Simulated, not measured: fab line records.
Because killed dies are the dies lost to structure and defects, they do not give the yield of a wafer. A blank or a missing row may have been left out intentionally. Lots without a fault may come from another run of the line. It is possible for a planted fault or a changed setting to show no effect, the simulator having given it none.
Which tool did it? + flow gf180mcu + Sampling: 11 lots, 33 wafers, 3 of 602 route steps

## WHAT THE GAUGES READ, wafer by wafer
GF_V5_THK_MEAS_01.
| lot  | measured     | on            | V5_CVD_00_THK (nm) |
|------|--------------|---------------|--------------------|
| L725 | day 26 23:31 | film-metro-03 | 300 300 298        |
| L727 | day 27 12:16 | film-metro-04 | 302 303 297        |
| L728 | day 27 20:44 | film-metro-03 | 298 294 297        |
| L729 | day 28 07:34 | film-metro-04 | 297 303 307        |
| L730 | day 28 08:22 | film-metro-03 | 300 299 297        |
| L731 | day 28 20:10 | film-metro-04 | 297 300 296        |
| L734 | day 29 09:29 | film-metro-04 | 296 294 296        |
| L737 | day 30 15:53 | film-metro-02 | 297 299 295        |
| L739 | day 31 02:34 | film-metro-03 | 299 296 307        |
| L745 | day 32 03:45 | film-metro-04 | 304 308 306        |
| L746 | day 32 11:52 | film-metro-02 | 308 299 305        |

## WHAT TOOL EACH LOT RAN ON (gives the tool, then ch and the chambers of the sampled wafers, and finally the start)
| lot  | GF_M2_STRIP_17                       | GF_MIM_STRIP_20                      |
|------|--------------------------------------|--------------------------------------|
| L725 | plasma-asher-02 ch 0,1, day 20 00:10 | plasma-asher-03 ch 0,1, day 26 02:19 |
| L727 | plasma-asher-04 ch 0,1, day 20 17:04 | plasma-asher-01 ch 0,1, day 26 14:40 |
| L728 | plasma-asher-04 ch 0,1, day 21 00:43 | plasma-asher-01 ch 0,1, day 26 23:22 |
| L729 | plasma-asher-02 ch 1, day 21 15:31   | plasma-asher-03 ch 0,1, day 27 09:55 |
| L730 | plasma-asher-03 ch 0,1, day 21 15:52 | plasma-asher-04 ch 0,1, day 27 11:07 |
| L731 | plasma-asher-02 ch 0,1, day 22 04:43 | plasma-asher-01 ch 0,1, day 27 23:03 |
| L734 | plasma-asher-02 ch 0,1, day 22 22:58 | plasma-asher-04 ch 0,1, day 28 13:24 |
| L737 | plasma-asher-04 ch 0,1, day 24 11:02 | plasma-asher-03 ch 0,1, day 29 20:04 |
| L739 | plasma-asher-04 ch 0,1, day 24 23:45 | plasma-asher-04 ch 0,1, day 30 06:58 |
| L745 | plasma-asher-03 ch 0,1, day 26 05:07 | plasma-asher-01 ch 0,1, day 31 09:00 |
| L746 | plasma-asher-02 ch 0,1, day 26 14:10 | plasma-asher-04 ch 0,1, day 31 16:36 |
- GF_M2_STRIP_17: strips in O2/N2.
- GF_MIM_STRIP_20: strips in O2/N2.

## THE ANSWER, worked out from the rows above alone
Rule: the usual values come from the lots themselves. Put in order of their means at a reading, lots are off if they are a third of the lots or fewer, leave a main group of 4 or more, and stand apart from it by a gap of 3 or more times the standard deviation of the main group's means; of several such gaps the widest counts. A main group whose means are all the same, to the digits that the tables above print for the reading, isn't used. A lot without any number at a reading at which 4 lots or more have one is off too. Where the step has rows for the other lots, those lots are counted as sound.
Nothing can be told from this: no lot is off at any reading shown.

## WHAT WAS PUT IN BY THE SIMULATOR
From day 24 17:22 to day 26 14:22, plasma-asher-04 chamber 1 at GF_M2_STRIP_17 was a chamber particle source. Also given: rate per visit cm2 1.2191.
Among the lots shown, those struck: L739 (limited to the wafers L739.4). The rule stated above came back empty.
